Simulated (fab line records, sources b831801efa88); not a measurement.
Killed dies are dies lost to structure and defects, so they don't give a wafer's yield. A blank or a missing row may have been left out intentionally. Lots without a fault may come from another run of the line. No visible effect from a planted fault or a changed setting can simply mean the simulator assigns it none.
What tool caused it? | flow sky130 | 12 lots, 36 wafers sampled, at 3 steps of a route of 708

## WHAT THE GAUGES SHOWED, per wafer
SKY_VIA2_OVL_MEAS_13. Usual: VIA2_OVL typically reads 1 nm, with standard deviation 6.6.
lot  | measured     | on         | VIA2_OVL (nm) | flag
L637 | day 38 04:28 | overlay-01 | 2 -4 6        |
L640 | day 39 01:22 | overlay-02 | -5 -6 -8      |
L641 | day 39 05:13 | overlay-01 | 6 9 9         |
L642 | day 39 14:46 | overlay-01 | -2 -6 -1      |
L645 | day 40 06:13 | overlay-01 | -8 -3 -9      |
L648 | day 41 08:19 | overlay-02 | 7 10 9        |
L649 | day 41 14:04 | overlay-02 | 13 4 11       |
L650 | day 41 16:34 | overlay-02 | -1 -4 5       |
L651 | day 41 20:24 | overlay-02 | 2 4 2         |
L652 | day 42 07:07 | overlay-01 | -2 5 5        |
L657 | day 43 15:49 | overlay-01 | -5 2 -6       |
L658 | day 43 21:02 | overlay-02 | 5 1 2         |

SKY_VIA2_THK_MEAS_23: measures by xrf. Usual: VIA2_W_THK typically reads 429 nm, with standard deviation 7.1.
lot  | measured     | on            | VIA2_W_THK (nm) | flag
L637 | day 38 05:31 | film_metro-03 | 438 429 438     |
L640 | day 39 02:28 | film_metro-03 | 424 417 428     |
L641 | day 39 06:22 | film_metro-03 | 420 417 426     |
L642 | day 39 15:52 | film_metro-02 | 445 439 428     |
L645 | day 40 07:37 | film_metro-01 | 432 432 423     |
L648 | day 41 09:25 | film_metro-01 | 439 432 425     |
L649 | day 41 15:07 | film_metro-02 | 435 429 430     |
L650 | day 41 17:37 | film_metro-02 | 421 425 427     |
L651 | day 41 21:28 | film_metro-02 | 434 438 433     |
L652 | day 42 08:10 | film_metro-02 | 421 424 429     |
L657 | day 43 16:57 | film_metro-03 | 413 427 417     |
L658 | day 43 22:07 | film_metro-02 | 431 421 431     |

## WHAT TOOL EACH LOT RAN ON (gives the tool, then ch and the chambers of the sampled wafers, and finally the start)
lot  | SKY_VIA2_SPUTTER_20
L637 | pvd_sputter-01, day 38 05:12
L640 | pvd_sputter-03, day 39 02:08
L641 | pvd_sputter-03, day 39 06:03
L642 | pvd_sputter-01, day 39 15:33
L645 | pvd_sputter-01, day 40 07:18
L648 | pvd_sputter-03, day 41 09:06
L649 | pvd_sputter-03, day 41 14:49
L650 | pvd_sputter-03, day 41 17:18
L651 | pvd_sputter-02, day 41 21:09
L652 | pvd_sputter-01, day 42 07:50
L657 | pvd_sputter-03, day 43 16:38
L658 | pvd_sputter-02, day 43 21:48
- SKY_VIA2_SPUTTER_20: material TiN, target thk 20 nm, time 80 s.

## AS READ BY THE TOOLS THEMSELVES (means over the sampled wafers that have a number; for cases with no such wafer, the mark the record gives instead)
SKY_VIA2_SPUTTER_20. Usual: chamber_pressure_pa 4.880 Pa, standard deviation 0.0088; throttle_valve_pct 30.0 %, standard deviation 1.1.
lot  | tool           | chamber_pressure_pa (Pa) | throttle_valve_pct (%) | flag
L637 | pvd_sputter-01 | 4.881                    | 29.7                   |
L640 | pvd_sputter-03 | 4.877                    | 30.0                   |
L641 | pvd_sputter-03 | 4.888                    | 30.7                   |
L642 | pvd_sputter-01 | 4.884                    | 29.7                   |
L645 | pvd_sputter-01 | 4.876                    | 29.7                   |
L648 | pvd_sputter-03 | 4.873                    | 30.1                   |
L649 | pvd_sputter-03 | 4.887                    | 29.8                   |
L650 | pvd_sputter-03 | 4.875                    | 30.6                   |
L651 | pvd_sputter-02 | 4.879                    | 29.8                   |
L652 | pvd_sputter-01 | 4.890                    | 29.3                   |
L657 | pvd_sputter-03 | 4.881                    | 29.5                   |
L658 | pvd_sputter-02 | 4.874                    | 29.7                   |

## THE ANSWER, worked out from the rows above alone
Rule: take the mean of a lot's wafers that have a number; if it is more than 3 standard deviations from the usual mean, the lot is off. A lot without any number at a reading at which 4 lots or more have one is off too. The other lots that the step has rows for count as sound. First the gauges in route order, then the tools' own readings, where a lot's mean is used as printed above. The first step at which some lot is off is used, and at that step the reading that is off furthest; a lot without a number counts as furthest.
None of the lots is off at any reading shown; this tells nothing.

## WHAT HAD BEEN PUT IN BY THE SIMULATOR
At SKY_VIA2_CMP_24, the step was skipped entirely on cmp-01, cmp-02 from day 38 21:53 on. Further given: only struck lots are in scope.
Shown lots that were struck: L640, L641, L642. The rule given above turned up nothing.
